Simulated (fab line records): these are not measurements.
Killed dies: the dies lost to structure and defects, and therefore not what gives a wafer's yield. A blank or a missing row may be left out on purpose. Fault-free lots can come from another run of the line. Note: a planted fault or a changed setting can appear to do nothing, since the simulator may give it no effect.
Problem report, 8D (eight disciplines) form, completed by code | flow sky130 | the parts of the form that need people (team, actions taken, sign-off) are left out

== 1. THE PROBLEM ==
runLengthS at SKY_FIELD_ISO_ETCH_14 reads a mean of 33.4 s on 6 wafers of 2 lots; wafers without a fault read 74.1 s with a standard deviation of 0.52. Relative to the usual mean, that is a shift of -78 standard deviations.
The step: etches BARC in N2/H2, stops on SiO2, time 45.9 s, target depth 60 nm.
Seen first at day 4 04:54 on rieDiel-02, wafer L128.2. The record holds 42 wafers of 14 lots with a number at this step. The rule behind "out" and "out of limits": a value lying over 4 standard deviations away from the usual mean. All remaining wafers that have a number are taken as sound.

== 2. WHAT THIS IS AND IS NOT ==
question                    | is                       | is not
which readings at this step | runLengthS, oesProductAu | drypumpMotorCurrentA
which lots                  | L128, L131               | L119, L120, L121, L122, L123, L129, L132, L137, L138, L140, L141, L142
which wafers of those lots  | all that have a number   | -
read on which tools         | rieDiel-02               | rieDiel-01, rieDiel-04
when                        | from day 4 04:54         | up to then (15 sound wafers); but 21 sound wafers of L129, L132, L137, L138, L140, L141, L142 came after

== 3. SUSPECTS, AND WHAT RULES EACH OUT ==
Counting: a tool at any process step up to the reading remains a suspect when it ran all the lots that are out and ran no sound lot after the first of those.
- rieDiel-02 at SKY_FIELD_ISO_ETCH_14 (etches BARC in N2/H2, stops on SiO2, time 45.9 s, target depth 60 nm): kept. Every lot that is out went through it, starting with L128 (day 4 04:54), and after that it ran no sound lot; the last sound lot it ran before then is L123 (day 3 01:00). Its own readings are out on those wafers: oesProductAu, runLengthS.
The count leaves rieDiel-02 at SKY_FIELD_ISO_ETCH_14.

== 4. THE CAUSE (what the simulator had put in) ==
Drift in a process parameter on rieDiel-02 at SKY_FIELD_ISO_ETCH_14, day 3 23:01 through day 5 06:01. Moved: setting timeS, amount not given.
Counting left only this tool.

== 5. THE CHAIN OF EFFECTS, in route order ==
Rows list readings where the struck wafers' mean (over those with a number) sits beyond 3 standard deviations from the usual. Scope: only readings with a usual standard deviation given in the record; hours: median across lots of the time from each lot's start at the first step in this table that gives one to its start at this step; sigmas: change in usual standard deviations.
hours | step                   | reading              | usual      | on struck wafers | change | sigmas
0     | SKY_FIELD_ISO_ETCH_14  | oesProductAu         | 0.863 a.u. | 0.995            | +0.132 | +28
0     | SKY_FIELD_ISO_ETCH_14  | runLengthS           | 74.1 s     | 33.4             | -40.7  | -78
0     | SKY_FIELD_ISO_ETCH_15  | oesProductAu         | 0.948 a.u. | 0.372            | -0.576 | -76
0     | SKY_FIELD_ISO_ETCH_15  | throttleValvePct     | 8.844 %    | 8.670            | -0.174 | -18
0     | SKY_FIELD_ISO_STRIP_16 | oesProductAu         | 0.379 a.u. | 0.398            | +0.019 | +3.9
0     | SKY_FIELD_ISO_STRIP_16 | stripTimeToEndpointS | 3.563 s    | 3.964            | +0.401 | +14
Its process steps:
- SKY_FIELD_ISO_ETCH_14: etches BARC in N2/H2, stops on SiO2, time 45.9 s, target depth 60 nm.
- SKY_FIELD_ISO_ETCH_15: etches the open film in CHF3/O2, stops on Si, target depth 180 nm, time 72 s.
- SKY_FIELD_ISO_STRIP_16: strips in O2/N2.

== 6. HOW IT WOULD HAVE BEEN CAUGHT EARLIER ==
The fault began at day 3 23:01; the first out-of-limits reading in this record came at day 4 04:54, 6 hours later.
